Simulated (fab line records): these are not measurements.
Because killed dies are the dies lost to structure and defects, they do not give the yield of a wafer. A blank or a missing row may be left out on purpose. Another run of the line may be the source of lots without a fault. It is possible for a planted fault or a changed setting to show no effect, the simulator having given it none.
fab line records :: flow sky130
record:
  lots: 6
  wafers: 17
  lastDay: 50
route steps=708 shown VIA1@460
lots untouched by any fault: they come from a run of this same line in which no faults occurred
startH: hours from the record's first day to the start of the lot's first wafer shown :: waitH: how many hours have passed since the lot's step before this one :: " identical to the entry in the row above :: L1.1+2: a row that stands for several wafers :: - either no value or no given start :: * or withheld: withheld :: < > ~ a bound
route shown NAME@n: names a module that has steps shown in the file, with the first one's number in the route :: usual: the fault-free wafers' mean and standard deviation :: same: alike in all rows :: chamber/n: place in a boat :: sites: each site's reading :: _std_site: standard deviation across them :: _edge_site: the outer-site mean with the inner-site mean subtracted :: radiusMm: for every site, how far away it sits from the centre of the wafer :: mask NAME#n: copy n :: behind: the last tool/chamber to shape the wafer :: hold: reason for holding the lot/hours on hold/outcome of the hold :: device: the transistor (n, p or np) that didn't switch :: end of line: at the end of the route, the tests of the same wafers :: a step given without rows: its recipe and nothing more :: killed: not the wafer's yield, but the dies lost to structure and defects at the first sort :: map: the dies of a wafer, with x for killed, . for not killed, _ for no die there
set.NAME: the run value of the setting; set.NAME@STEP: its run value at that earlier step :: model.NAME: the simulator's own value behind a step, which no gauge read
certain route steps with their lots: each step a table, each wafer a row
services: from which hour (startH, from the record's first day; less than 0 if before it) a tool's chamber was out of use, for how many hours, and why
== steps ==
step: SKY_VIA1_CMP_02
recipe:
  material: SiO2
  downForcePsi: 4
  platenRpm: 60
  padVelocityMS: 0.94248
usual:
  headPressurePsi: 4.000/0.009
  motorCurrentA: 12.0/1.5
lot.wafer: L684.3
tool: cmp-02
chamber: 3
startH: 815.05
waitH: 0.1
headPressurePsi: 4.010
motorCurrentA: 12.5

lot.wafer: L684.4
tool: cmp-02
chamber: 0
startH: 815.05
waitH: 0.1
headPressurePsi: 4.008
motorCurrentA: 11.5

lot.wafer: L684.5
tool: cmp-02
chamber: 2
startH: 815.05
waitH: 0.1
headPressurePsi: 3.999
motorCurrentA: 10.1

lot.wafer: L685.2
tool: cmp-02
chamber: 0
startH: 819.35
waitH: 0.0
headPressurePsi: 4.002
motorCurrentA: 10.6

lot.wafer: L685.3
tool: cmp-02
chamber: 2
startH: 819.35
waitH: 0.0
headPressurePsi: 4.021
motorCurrentA: 9.8

lot.wafer: L685.5
tool: cmp-02
chamber: 0
startH: 819.35
waitH: 0.0
headPressurePsi: 3.999
motorCurrentA: 11.1

lot.wafer: L698.2
tool: cmp-01
chamber: 3
startH: 913.34
waitH: 0.0
headPressurePsi: 4.007
motorCurrentA: 13.9

lot.wafer: L698.5
tool: cmp-01
chamber: 3
startH: 913.34
waitH: 0.0
headPressurePsi: 3.999
motorCurrentA: 14.6

lot.wafer: L701.3
tool: cmp-01
chamber: 2
startH: 922.67
waitH: 0.0
headPressurePsi: 3.998
motorCurrentA: 12.4

lot.wafer: L701.1
tool: cmp-01
chamber: 0
startH: 922.67
waitH: 0.0
headPressurePsi: 3.998
motorCurrentA: 10.3

lot.wafer: L701.2
tool: cmp-01
chamber: 1
startH: 922.67
waitH: 0.0
headPressurePsi: 3.995
motorCurrentA: 13.2

lot.wafer: L700.2
tool: cmp-02
chamber: 3
startH: 929.25
waitH: 0.0
headPressurePsi: 3.996
motorCurrentA: 12.4

lot.wafer: L700.3
tool: cmp-02
chamber: 0
startH: 929.25
waitH: 0.0
headPressurePsi: 3.978
motorCurrentA: 11.1

lot.wafer: L700.4
tool: cmp-02
chamber: 1
startH: 929.25
waitH: 0.0
headPressurePsi: 4.011
motorCurrentA: 10.9

lot.wafer: L702.1
tool: cmp-01
chamber: 0
startH: 929.82
waitH: 0.1
headPressurePsi: 4.011
motorCurrentA: 9.7

lot.wafer: L702.4
tool: cmp-01
chamber: 1
startH: 929.82
waitH: 0.1
headPressurePsi: 3.994
motorCurrentA: 13.0

lot.wafer: L702.5
tool: cmp-01
chamber: 0
startH: 929.82
waitH: 0.1
headPressurePsi: 4.008
motorCurrentA: 9.7
step: SKY_VIA1_BOW_MEAS_03
recipe:
  mode: bow
usual:
  VIA1_BOW: 80/7.5
lot.wafer: L684.3
tool: filmMetro-01
chamber: -
startH: 815.34
waitH: 0.2
VIA1_BOW[um]: 91

lot.wafer: L684.4
tool: filmMetro-01
chamber: -
startH: 815.34
waitH: 0.2
VIA1_BOW[um]: 84

lot.wafer: L684.5
tool: filmMetro-01
chamber: -
startH: 815.34
waitH: 0.2
VIA1_BOW[um]: 80

lot.wafer: L685.2
tool: filmMetro-03
chamber: -
startH: 819.67
waitH: 0.3
VIA1_BOW[um]: 69

lot.wafer: L685.3
tool: filmMetro-03
chamber: -
startH: 819.67
waitH: 0.3
VIA1_BOW[um]: 82

lot.wafer: L685.5
tool: filmMetro-03
chamber: -
startH: 819.67
waitH: 0.3
VIA1_BOW[um]: 76

lot.wafer: L698.2
tool: filmMetro-03
chamber: -
startH: 913.66
waitH: 0.3
VIA1_BOW[um]: 68

lot.wafer: L698.5
tool: filmMetro-03
chamber: -
startH: 913.66
waitH: 0.3
VIA1_BOW[um]: 70

lot.wafer: L701.1
tool: filmMetro-03
chamber: -
startH: 922.97
waitH: 0.1
VIA1_BOW[um]: 77

lot.wafer: L701.2
tool: filmMetro-03
chamber: -
startH: 922.97
waitH: 0.1
VIA1_BOW[um]: 70

lot.wafer: L701.3
tool: filmMetro-03
chamber: -
startH: 922.97
waitH: 0.1
VIA1_BOW[um]: 71

lot.wafer: L700.2
tool: filmMetro-01
chamber: -
startH: 929.57
waitH: 0.3
VIA1_BOW[um]: 73

lot.wafer: L700.3
tool: filmMetro-01
chamber: -
startH: 929.57
waitH: 0.3
VIA1_BOW[um]: 80

lot.wafer: L700.4
tool: filmMetro-01
chamber: -
startH: 929.57
waitH: 0.3
VIA1_BOW[um]: 77

lot.wafer: L702.1
tool: filmMetro-01
chamber: -
startH: 930.12
waitH: 0.2
VIA1_BOW[um]: 72

lot.wafer: L702.4
tool: filmMetro-01
chamber: -
startH: 930.12
waitH: 0.2
VIA1_BOW[um]: 85

lot.wafer: L702.5
tool: filmMetro-01
chamber: -
startH: 930.12
waitH: 0.2
VIA1_BOW[um]: 77
step: SKY_VIA1_DEHYDRATE_04
recipe:
  tempC: 200
  timeS: 60
step: SKY_VIA1_HMDS_05
recipe:
  primeTimeS: 60
  primeTempC: 120
step: SKY_VIA1_COAT_06
recipe:
  resist: BARC
  tempC: withheld
  timeS: withheld
  spinRpm: 3000
  resistThkNm: 60
step: SKY_VIA1_COAT_07
recipe:
  resist: KrF-thick
  spinRpm: 3000
  resistThkNm: 450
step: SKY_VIA1_SOFTBAKE_08
recipe:
  tempC: 100
  timeS: 90
  resist: KrF-thick
step: SKY_VIA1_EXPOSE_09
recipe:
  maskId: VIM
  na: 0.8
  sourceShape: annular
  sigmaInner: 0.55
  sigmaOuter: 0.85
  targetCdNm: 150
  doseMj: 38
step: SKY_VIA1_PEB_10
recipe:
  pebTempC: withheld
  pebTimeS: withheld
  resist: KrF-thick
step: SKY_VIA1_DEVELOP_11
recipe:
  developTimeS: 60
  resist: KrF-thick
  devTempC: 21
step: SKY_VIA1_CD_MEAS_12
recipe:
  targetCdNm: 150
usual:
  cdNm: 150.4/1.2
lot.wafer: L684.3
tool: cdSem-01
chamber: -
startH: 841.85
waitH: -
cdNm: 152.1

lot.wafer: L684.4
tool: cdSem-01
chamber: -
startH: 841.85
waitH: -
cdNm: 150.0

lot.wafer: L684.5
tool: cdSem-01
chamber: -
startH: 841.85
waitH: -
cdNm: 150.3

lot.wafer: L685.2
tool: cdSem-01
chamber: -
startH: 845.68
waitH: -
cdNm: 151.6

lot.wafer: L685.3
tool: cdSem-01
chamber: -
startH: 845.68
waitH: -
cdNm: 150.9

lot.wafer: L685.5
tool: cdSem-01
chamber: -
startH: 845.68
waitH: -
cdNm: 151.3

lot.wafer: L698.2
tool: cdSem-02
chamber: -
startH: 938.63
waitH: -
cdNm: 149.6

lot.wafer: L698.5
tool: cdSem-02
chamber: -
startH: 938.63
waitH: -
cdNm: 149.4

lot.wafer: L701.1
tool: cdSem-01
chamber: -
startH: 947.49
waitH: -
cdNm: 148.5

lot.wafer: L701.2
tool: cdSem-01
chamber: -
startH: 947.49
waitH: -
cdNm: 147.8

lot.wafer: L701.3
tool: cdSem-01
chamber: -
startH: 947.49
waitH: -
cdNm: 147.2

lot.wafer: L700.2
tool: cdSem-01
chamber: -
startH: 953.43
waitH: -
cdNm: 150.2

lot.wafer: L700.3
tool: cdSem-01
chamber: -
startH: 953.43
waitH: -
cdNm: 150.7

lot.wafer: L700.4
tool: cdSem-01
chamber: -
startH: 953.43
waitH: -
cdNm: 150.3

lot.wafer: L702.1
tool: cdSem-02
chamber: -
startH: 953.76
waitH: -
cdNm: 148.4

lot.wafer: L702.4
tool: cdSem-02
chamber: -
startH: 953.76
waitH: -
cdNm: 147.3

lot.wafer: L702.5
tool: cdSem-02
chamber: -
startH: 953.76
waitH: -
cdNm: 148.7
step: SKY_VIA1_OVL_MEAS_13
usual:
  VIA1_OVL: 2/5.8
lot.wafer: L684.3
tool: overlay-01
chamber: -
startH: 841.94
waitH: 0.1
VIA1_OVL[nm]: 3

lot.wafer: L684.4
tool: overlay-01
chamber: -
startH: 841.94
waitH: 0.1
VIA1_OVL[nm]: 1

lot.wafer: L684.5
tool: overlay-01
chamber: -
startH: 841.94
waitH: 0.1
VIA1_OVL[nm]: 1

lot.wafer: L685.2
tool: overlay-01
chamber: -
startH: 845.78
waitH: 0.1
VIA1_OVL[nm]: -8

lot.wafer: L685.3
tool: overlay-01
chamber: -
startH: 845.78
waitH: 0.1
VIA1_OVL[nm]: -5

lot.wafer: L685.5
tool: overlay-01
chamber: -
startH: 845.78
waitH: 0.1
VIA1_OVL[nm]: -10

lot.wafer: L698.2
tool: overlay-01
chamber: -
startH: 938.73
waitH: 0.1
VIA1_OVL[nm]: 1

lot.wafer: L698.5
tool: overlay-01
chamber: -
startH: 938.73
waitH: 0.1
VIA1_OVL[nm]: 4

lot.wafer: L701.1
tool: overlay-02
chamber: -
startH: 947.61
waitH: 0.1
VIA1_OVL[nm]: 3

lot.wafer: L701.2
tool: overlay-02
chamber: -
startH: 947.61
waitH: 0.1
VIA1_OVL[nm]: -3

lot.wafer: L701.3
tool: overlay-02
chamber: -
startH: 947.61
waitH: 0.1
VIA1_OVL[nm]: 5

lot.wafer: L700.2
tool: overlay-01
chamber: -
startH: 953.53
waitH: 0.1
VIA1_OVL[nm]: 5

lot.wafer: L700.3
tool: overlay-01
chamber: -
startH: 953.53
waitH: 0.1
VIA1_OVL[nm]: 6

lot.wafer: L700.4
tool: overlay-01
chamber: -
startH: 953.53
waitH: 0.1
VIA1_OVL[nm]: 7

lot.wafer: L702.1
tool: overlay-01
chamber: -
startH: 953.88
waitH: 0.1
VIA1_OVL[nm]: 8

lot.wafer: L702.4
tool: overlay-01
chamber: -
startH: 953.88
waitH: 0.1
VIA1_OVL[nm]: 9

lot.wafer: L702.5
tool: overlay-01
chamber: -
startH: 953.88
waitH: 0.1
VIA1_OVL[nm]: 1
step: SKY_VIA1_ETCH_14
recipe:
  chemistry: N2/H2
  target: BARC
  ionEnergyEv: 200
  sourceW: 500
  biasW: 100
  pressureMtorr: 30
  n2FlowSccm: 100
  h2FlowSccm: 200
  stopOn: SiO2
  timeS: 45.9
  targetDepthA: 600
usual:
  drypumpMotorCurrentA: 5.7/0.37
  oesProductAu: 0.855/0.005
  runLengthS: 74.2/0.39
  throttleValvePct: 13.225/0.0082
lot.wafer: L684.3
tool: rieDiel-03
chamber: 1
startH: 841.96
waitH: 0.0
drypumpMotorCurrentA: 5.5
oesProductAu: 0.854
rfHoursCounterH: 11
runLengthS: 74.0
throttleValvePct: 13.221
model.KrF-thick_of_VIA1_COAT_07.thkNm: 389.2
model.etch.depthNm: 60.09
model.VIA1.cdNm: 152.2

lot.wafer: L684.4
tool: rieDiel-03
chamber: 3
startH: 841.96
waitH: 0.0
drypumpMotorCurrentA: 5.8
oesProductAu: 0.858
rfHoursCounterH: 7
runLengthS: 73.5
throttleValvePct: 13.219
model.KrF-thick_of_VIA1_COAT_07.thkNm: 391.2
model.etch.depthNm: 60.13
model.VIA1.cdNm: 149.3

lot.wafer: L684.5
tool: rieDiel-03
chamber: 2
startH: 841.96
waitH: 0.0
drypumpMotorCurrentA: 5.7
oesProductAu: 0.854
rfHoursCounterH: -
runLengthS: 74.8
throttleValvePct: 13.219
model.KrF-thick_of_VIA1_COAT_07.thkNm: 393.3
model.etch.depthNm: 59.9
model.VIA1.cdNm: 150.7

lot.wafer: L685.2
tool: rieDiel-02
chamber: 3
startH: 845.81
waitH: 0.0
drypumpMotorCurrentA: 5.2
oesProductAu: 0.864
rfHoursCounterH: 7
runLengthS: 74.8
throttleValvePct: 13.221
model.KrF-thick_of_VIA1_COAT_07.thkNm: 393.5
model.etch.depthNm: 60.23
model.VIA1.cdNm: 151

lot.wafer: L685.3
tool: rieDiel-02
chamber: 0
startH: 845.81
waitH: 0.0
drypumpMotorCurrentA: 5.4
oesProductAu: 0.850
rfHoursCounterH: 3
runLengthS: 74.6
throttleValvePct: 13.211
model.KrF-thick_of_VIA1_COAT_07.thkNm: 393.9
model.etch.depthNm: 59.97
model.VIA1.cdNm: 151

lot.wafer: L685.5
tool: rieDiel-02
chamber: 1
startH: 845.81
waitH: 0.0
drypumpMotorCurrentA: 6.5
oesProductAu: 0.849
rfHoursCounterH: -
runLengthS: 73.8
throttleValvePct: 13.242
model.KrF-thick_of_VIA1_COAT_07.thkNm: 393.5
model.etch.depthNm: 60.08
model.VIA1.cdNm: 150.4

lot.wafer: L698.2
tool: rieDiel-03
chamber: 0
startH: 938.76
waitH: 0.0
drypumpMotorCurrentA: 6.0
oesProductAu: 1.004
rfHoursCounterH: 2
runLengthS: 62.1
throttleValvePct: 13.248
model.KrF-thick_of_VIA1_COAT_07.thkNm: 406.6
model.etch.depthNm: 57.6
model.VIA1.cdNm: 146.6

lot.wafer: L698.5
tool: rieDiel-03
chamber: 0
startH: 938.76
waitH: 0.0
drypumpMotorCurrentA: 6.0
oesProductAu: 1.000
rfHoursCounterH: -
runLengthS: 62.4
throttleValvePct: 13.224
model.KrF-thick_of_VIA1_COAT_07.thkNm: 406.8
model.etch.depthNm: 57.38
model.VIA1.cdNm: 146.4

lot.wafer: L701.1
tool: rieDiel-03
chamber: 3
startH: 947.65
waitH: 0.0
drypumpMotorCurrentA: 5.8
oesProductAu: 0.864
rfHoursCounterH: 10
runLengthS: 73.6
throttleValvePct: 13.224
model.KrF-thick_of_VIA1_COAT_07.thkNm: 392.5
model.etch.depthNm: 60.18
model.VIA1.cdNm: 148.5

lot.wafer: L701.2
tool: rieDiel-03
chamber: 0
startH: 947.65
waitH: 0.0
drypumpMotorCurrentA: 6.0
oesProductAu: 1.003
rfHoursCounterH: 3
runLengthS: 62.1
throttleValvePct: 13.232
model.KrF-thick_of_VIA1_COAT_07.thkNm: 404
model.etch.depthNm: 57.87
model.VIA1.cdNm: 144.6

lot.wafer: L701.3
tool: rieDiel-03
chamber: 1
startH: 947.65
waitH: 0.0
drypumpMotorCurrentA: 5.6
oesProductAu: 0.855
rfHoursCounterH: 14
runLengthS: 74.4
throttleValvePct: 13.236
model.KrF-thick_of_VIA1_COAT_07.thkNm: 391.9
model.etch.depthNm: 60.08
model.VIA1.cdNm: 147

lot.wafer: L700.2
tool: rieDiel-01
chamber: 0
startH: 953.56
waitH: 0.0
drypumpMotorCurrentA: 5.4
oesProductAu: 0.853
rfHoursCounterH: 18
runLengthS: 74.2
throttleValvePct: 13.232
model.KrF-thick_of_VIA1_COAT_07.thkNm: 392.2
model.etch.depthNm: 59.97
model.VIA1.cdNm: 149.3

lot.wafer: L700.3
tool: rieDiel-01
chamber: 3
startH: 953.56
waitH: 0.0
drypumpMotorCurrentA: 5.7
oesProductAu: 0.857
rfHoursCounterH: 16
runLengthS: 74.5
throttleValvePct: 13.235
model.KrF-thick_of_VIA1_COAT_07.thkNm: 391
model.etch.depthNm: 59.92
model.VIA1.cdNm: 150.8

lot.wafer: L700.4
tool: rieDiel-01
chamber: 2
startH: 953.56
waitH: 0.0
drypumpMotorCurrentA: 5.9
oesProductAu: 0.854
rfHoursCounterH: 14
runLengthS: 74.5
throttleValvePct: 13.209
model.KrF-thick_of_VIA1_COAT_07.thkNm: 389.8
model.etch.depthNm: 60
model.VIA1.cdNm: 149.8

lot.wafer: L702.1
tool: rieDiel-02
chamber: 3
startH: 953.91
waitH: 0.0
drypumpMotorCurrentA: 5.3
oesProductAu: 0.855
rfHoursCounterH: 9
runLengthS: 74.5
throttleValvePct: 13.226
model.KrF-thick_of_VIA1_COAT_07.thkNm: 392.7
model.etch.depthNm: 59.91
model.VIA1.cdNm: 147.7

lot.wafer: L702.4
tool: rieDiel-02
chamber: 1
startH: 953.91
waitH: 0.0
drypumpMotorCurrentA: 6.5
oesProductAu: 0.858
rfHoursCounterH: -
runLengthS: 73.9
throttleValvePct: 13.219
model.KrF-thick_of_VIA1_COAT_07.thkNm: 393.8
model.etch.depthNm: 59.79
model.VIA1.cdNm: 147

lot.wafer: L702.5
tool: rieDiel-02
chamber: 3
startH: 953.91
waitH: 0.0
drypumpMotorCurrentA: 5.2
oesProductAu: 0.858
rfHoursCounterH: -
runLengthS: 74.3
throttleValvePct: 13.222
model.KrF-thick_of_VIA1_COAT_07.thkNm: 392.5
model.etch.depthNm: 59.91
model.VIA1.cdNm: 148.4
step: SKY_VIA1_ETCH_15
recipe:
  target: SiO2
  chemistry: C4F8/O2/Ar
  targetDepthNm: 351
  stopOn: TiN
  maskMaterial: KrF-thick
  sourceW: 1500
  biasW: 1200
  pressureMtorr: 40
  c4f8FlowSccm: withheld
  O2_flow_sccm: 6
  Ar_flow_sccm: 300
  timeS: 54
usual:
  oesProductAu: 0.982/0.006
  runLengthS: 82.3/0.43
lot.wafer: L684.3
tool: rieDiel-03
chamber: 1
startH: 842.00
waitH: 0.0
oesProductAu: 0.985
rfHoursCounterH: 11
runLengthS: 82.2
model.KrF-thick_of_VIA1_COAT_07.thkNm: 316.9

lot.wafer: L684.4
tool: rieDiel-03
chamber: 3
startH: 842.00
waitH: 0.0
oesProductAu: 0.987
rfHoursCounterH: 7
runLengthS: 81.6
model.KrF-thick_of_VIA1_COAT_07.thkNm: 319.8

lot.wafer: L684.5
tool: rieDiel-03
chamber: 2
startH: 842.00
waitH: 0.0
oesProductAu: 0.981
rfHoursCounterH: -
runLengthS: 83.2
model.KrF-thick_of_VIA1_COAT_07.thkNm: 323.6

lot.wafer: L685.2
tool: rieDiel-02
chamber: 3
startH: 845.85
waitH: 0.0
oesProductAu: 0.985
rfHoursCounterH: 7
runLengthS: 82.4
model.KrF-thick_of_VIA1_COAT_07.thkNm: 323.1

lot.wafer: L685.3
tool: rieDiel-02
chamber: 0
startH: 845.85
waitH: 0.0
oesProductAu: 0.987
rfHoursCounterH: 3
runLengthS: 82.7
model.KrF-thick_of_VIA1_COAT_07.thkNm: 322.2

lot.wafer: L685.5
tool: rieDiel-02
chamber: 1
startH: 845.85
waitH: 0.0
oesProductAu: 0.971
rfHoursCounterH: -
runLengthS: 82.1
model.KrF-thick_of_VIA1_COAT_07.thkNm: 324.7

lot.wafer: L698.2
tool: rieDiel-03
chamber: 0
startH: 938.81
waitH: 0.0
oesProductAu: 0.970
rfHoursCounterH: 2
runLengthS: 82.4
model.KrF-thick_of_VIA1_COAT_07.thkNm: 335.6

lot.wafer: L698.5
tool: rieDiel-03
chamber: 0
startH: 938.81
waitH: 0.0
oesProductAu: 0.965
rfHoursCounterH: -
runLengthS: 82.8
model.KrF-thick_of_VIA1_COAT_07.thkNm: 336.7

lot.wafer: L701.1
tool: rieDiel-03
chamber: 3
startH: 947.69
waitH: 0.0
oesProductAu: 0.981
rfHoursCounterH: 10
runLengthS: 81.5
model.KrF-thick_of_VIA1_COAT_07.thkNm: 323.5

lot.wafer: L701.2
tool: rieDiel-03
chamber: 0
startH: 947.69
waitH: 0.0
oesProductAu: 0.966
rfHoursCounterH: 3
runLengthS: 82.0
model.KrF-thick_of_VIA1_COAT_07.thkNm: 335.1

lot.wafer: L701.3
tool: rieDiel-03
chamber: 1
startH: 947.69
waitH: 0.0
oesProductAu: 0.985
rfHoursCounterH: 14
runLengthS: 82.2
model.KrF-thick_of_VIA1_COAT_07.thkNm: 321.6

lot.wafer: L700.2
tool: rieDiel-01
chamber: 0
startH: 953.61
waitH: 0.0
oesProductAu: 0.984
rfHoursCounterH: 18
runLengthS: 82.3
model.KrF-thick_of_VIA1_COAT_07.thkNm: 322.3

lot.wafer: L700.3
tool: rieDiel-01
chamber: 3
startH: 953.61
waitH: 0.0
oesProductAu: 0.977
rfHoursCounterH: 16
runLengthS: 82.6
model.KrF-thick_of_VIA1_COAT_07.thkNm: 321.7

lot.wafer: L700.4
tool: rieDiel-01
chamber: 2
startH: 953.61
waitH: 0.0
oesProductAu: 0.969
rfHoursCounterH: 14
runLengthS: 82.1
model.KrF-thick_of_VIA1_COAT_07.thkNm: 319.7

lot.wafer: L702.1
tool: rieDiel-02
chamber: 3
startH: 953.96
waitH: 0.0
oesProductAu: 0.982
rfHoursCounterH: 9
runLengthS: 82.3
model.KrF-thick_of_VIA1_COAT_07.thkNm: 322.5

lot.wafer: L702.4
tool: rieDiel-02
chamber: 1
startH: 953.96
waitH: 0.0
oesProductAu: 0.982
rfHoursCounterH: -
runLengthS: 82.0
model.KrF-thick_of_VIA1_COAT_07.thkNm: 325.1

lot.wafer: L702.5
tool: rieDiel-02
chamber: 3
startH: 953.96
waitH: 0.0
oesProductAu: 0.981
rfHoursCounterH: -
runLengthS: 82.7
model.KrF-thick_of_VIA1_COAT_07.thkNm: 321.4
step: SKY_VIA1_STRIP_16
recipe:
  chemistry: O2/N2
  powerW: 1400
  pressureMtorr: 1500
  platenTempC: withheld
  o2FlowSccm: 3000
  n2FlowSccm: 300
  overashFraction: 0.5
usual:
  drypumpMotorCurrentA: 5.9/0.51
  o2FlowSccm: 3000/9.1
  oesProductAu: 0.416/0.0045
  stripTimeToEndpointS: 4.461/0.023
lot.wafer: L684.3
tool: plasmaAsher-02
chamber: 1
startH: 842.08
waitH: 0.1
drypumpMotorCurrentA: 5.7
o2FlowSccm: 3006
oesProductAu: 0.412
rfHoursCounterH: -
stripTimeToEndpointS: 4.395

lot.wafer: L684.4
tool: plasmaAsher-02
chamber: 0
startH: 842.08
waitH: 0.1
drypumpMotorCurrentA: 6.6
o2FlowSccm: 3008
oesProductAu: 0.413
rfHoursCounterH: -
stripTimeToEndpointS: 4.437

lot.wafer: L684.5
tool: plasmaAsher-02
chamber: 0
startH: 842.08
waitH: 0.1
drypumpMotorCurrentA: 6.7
o2FlowSccm: 3000
oesProductAu: 0.416
rfHoursCounterH: -
stripTimeToEndpointS: 4.461

lot.wafer: L685.2
tool: plasmaAsher-02
chamber: 0
startH: 845.90
waitH: 0.0
drypumpMotorCurrentA: 6.6
o2FlowSccm: 2995
oesProductAu: 0.410
rfHoursCounterH: 71
stripTimeToEndpointS: 4.468

lot.wafer: L685.3
tool: plasmaAsher-02
chamber: 1
startH: 845.90
waitH: 0.0
drypumpMotorCurrentA: 5.7
o2FlowSccm: 2992
oesProductAu: 0.412
rfHoursCounterH: -
stripTimeToEndpointS: 4.468

lot.wafer: L685.5
tool: plasmaAsher-02
chamber: 0
startH: 845.90
waitH: 0.0
drypumpMotorCurrentA: 6.6
o2FlowSccm: 3008
oesProductAu: 0.411
rfHoursCounterH: -
stripTimeToEndpointS: 4.475

lot.wafer: L698.2
tool: plasmaAsher-02
chamber: 1
startH: 938.85
waitH: 0.0
drypumpMotorCurrentA: 5.7
o2FlowSccm: 2980
oesProductAu: 0.426
rfHoursCounterH: 80
stripTimeToEndpointS: 4.589

lot.wafer: L698.5
tool: plasmaAsher-02
chamber: 1
startH: 938.85
waitH: 0.0
drypumpMotorCurrentA: 5.7
o2FlowSccm: 2983
oesProductAu: 0.421
rfHoursCounterH: -
stripTimeToEndpointS: 4.615

lot.wafer: L701.1
tool: plasmaAsher-03
chamber: 0
startH: 947.74
waitH: 0.0
drypumpMotorCurrentA: 6.2
o2FlowSccm: 2987
oesProductAu: 0.417
rfHoursCounterH: 21
stripTimeToEndpointS: 4.464

lot.wafer: L701.2
tool: plasmaAsher-03
chamber: 1
startH: 947.74
waitH: 0.0
drypumpMotorCurrentA: 5.6
o2FlowSccm: 2991
oesProductAu: 0.424
rfHoursCounterH: 21
stripTimeToEndpointS: 4.579

lot.wafer: L701.3
tool: plasmaAsher-03
chamber: 1
startH: 947.74
waitH: 0.0
drypumpMotorCurrentA: 5.6
o2FlowSccm: 2997
oesProductAu: 0.414
rfHoursCounterH: -
stripTimeToEndpointS: 4.441

lot.wafer: L700.2
tool: plasmaAsher-04
chamber: 1
startH: 953.65
waitH: 0.0
drypumpMotorCurrentA: 5.9
o2FlowSccm: 2989
oesProductAu: 0.421
rfHoursCounterH: 113
stripTimeToEndpointS: 4.445

lot.wafer: L700.3
tool: plasmaAsher-04
chamber: 0
startH: 953.65
waitH: 0.0
drypumpMotorCurrentA: 5.0
o2FlowSccm: 3003
oesProductAu: 0.413
rfHoursCounterH: -
stripTimeToEndpointS: 4.442

lot.wafer: L700.4
tool: plasmaAsher-04
chamber: 1
startH: 953.65
waitH: 0.0
drypumpMotorCurrentA: 5.9
o2FlowSccm: 3002
oesProductAu: 0.411
rfHoursCounterH: -
stripTimeToEndpointS: 4.428

lot.wafer: L702.1
tool: plasmaAsher-03
chamber: 0
startH: 954.00
waitH: 0.0
drypumpMotorCurrentA: 6.2
o2FlowSccm: 3000
oesProductAu: 0.426
rfHoursCounterH: 21
stripTimeToEndpointS: 4.460

lot.wafer: L702.4
tool: plasmaAsher-03
chamber: 0
startH: 954.00
waitH: 0.0
drypumpMotorCurrentA: 6.2
o2FlowSccm: 2995
oesProductAu: 0.412
rfHoursCounterH: -
stripTimeToEndpointS: 4.473

lot.wafer: L702.5
tool: plasmaAsher-03
chamber: 0
startH: 954.00
waitH: 0.0
drypumpMotorCurrentA: 6.2
o2FlowSccm: 2997
oesProductAu: 0.415
rfHoursCounterH: -
stripTimeToEndpointS: 4.444
step: SKY_VIA1_STRIP_17
recipe:
  chemistry: postEtchResidueRemover
  timeS: 1200
  tempC: 72.5
== services ==
tool: rieDiel-03
chamber: -
startH: 791.89
hours: 2.8
kind: pm

tool: rieDiel-02
chamber: 3
startH: 792.01
hours: 9.5
kind: repair

tool: rieDiel-02
chamber: 0
startH: 794.33
hours: 16.4
kind: repair

tool: plasmaAsher-03
chamber: -
startH: 808.35
hours: 2.8
kind: pm

tool: plasmaAsher-02
chamber: -
startH: 826.96
hours: 14.6
kind: pm

tool: rieDiel-03
chamber: 0
startH: 843.80
hours: 3.6
kind: repair

tool: rieDiel-03
chamber: 0
startH: 847.35
hours: -
kind: clean

tool: cmp-01
chamber: -
startH: 852.76
hours: 5.4
kind: repair

tool: plasmaAsher-03
chamber: -
startH: 860.22
hours: 2.6
kind: repair

tool: rieDiel-01
chamber: -
startH: 861.14
hours: 2.8
kind: pm

tool: plasmaAsher-04
chamber: -
startH: 894.24
hours: 1.0
kind: repair

tool: cmp-01
chamber: -
startH: 901.82
hours: 6.2
kind: repair

tool: rieDiel-03
chamber: 3
startH: 904.02
hours: 5.5
kind: repair

tool: rieDiel-02
chamber: 2
startH: 904.48
hours: 11.3
kind: repair

tool: rieDiel-03
chamber: 1
startH: 908.16
hours: 16.2
kind: repair

tool: cmp-02
chamber: -
startH: 909.82
hours: 2.7
kind: repair

tool: rieDiel-03
chamber: -
startH: 911.16
hours: 0.6
kind: repair

tool: cmp-02
chamber: -
startH: 911.93
hours: 0.3
kind: repair

tool: cmp-02
chamber: -
startH: 912.56
hours: 4.0
kind: pm

tool: rieDiel-02
chamber: -
startH: 926.95
hours: 0.2
kind: repair

tool: plasmaAsher-04
chamber: -
startH: 935.68
hours: 2.0
kind: repair

tool: plasmaAsher-03
chamber: -
startH: 945.31
hours: 1.2
kind: repair

tool: rieDiel-03
chamber: 2
startH: 946.78
hours: 6.7
kind: repair

tool: rieDiel-02
chamber: 2
startH: 952.19
hours: 10.8
kind: repair
== key ==
firstSign:
  step: SKY_VIA1_ETCH_14
  reading: runLengthS
  direction: down
  sigmas: 31
  usual: *
  struck: *
effect:
  step: SKY_VIA1_ETCH_14
  reading: oesProductAu
  direction: up
  sigmas: 30
  usual: 0.855
  struck: 1.002
effect:
  step: SKY_VIA1_STRIP_16
  reading: stripTimeToEndpointS
  direction: up
  sigmas: 5.8
  usual: *
  struck: *
modelEffect:
  step: SKY_VIA1_ETCH_14
  value: KrF-thick_of_VIA1_COAT_07.thkNm
  without: 394.3
  struck: 405.8
modelEffect:
  step: SKY_VIA1_ETCH_15
  value: KrF-thick_of_VIA1_COAT_07.thkNm
  without: 324.3
  struck: 335.8
metAt SKY_VIA1_ETCH_14
struckWafers L698.2,L698.5,L701.2
sortLeftOut L698.2,L698.5,L701.2
onsetBetween 841.96 938.76
fault:
  kind: processParameterDrift
  tool: rieDiel-03
  chamber: -
  onsetH: 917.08
  steps: SKY_VIA1_ETCH_14
  channel: timeS
  offset: *
  shape: step
  endH: 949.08
  scope: struckWafersOnly
  actsIn: *
  stated: *
sortLeftOut: the simulated sort isn't trusted on such a fault, so these wafers' sort isn't shown, and their yield isn't known
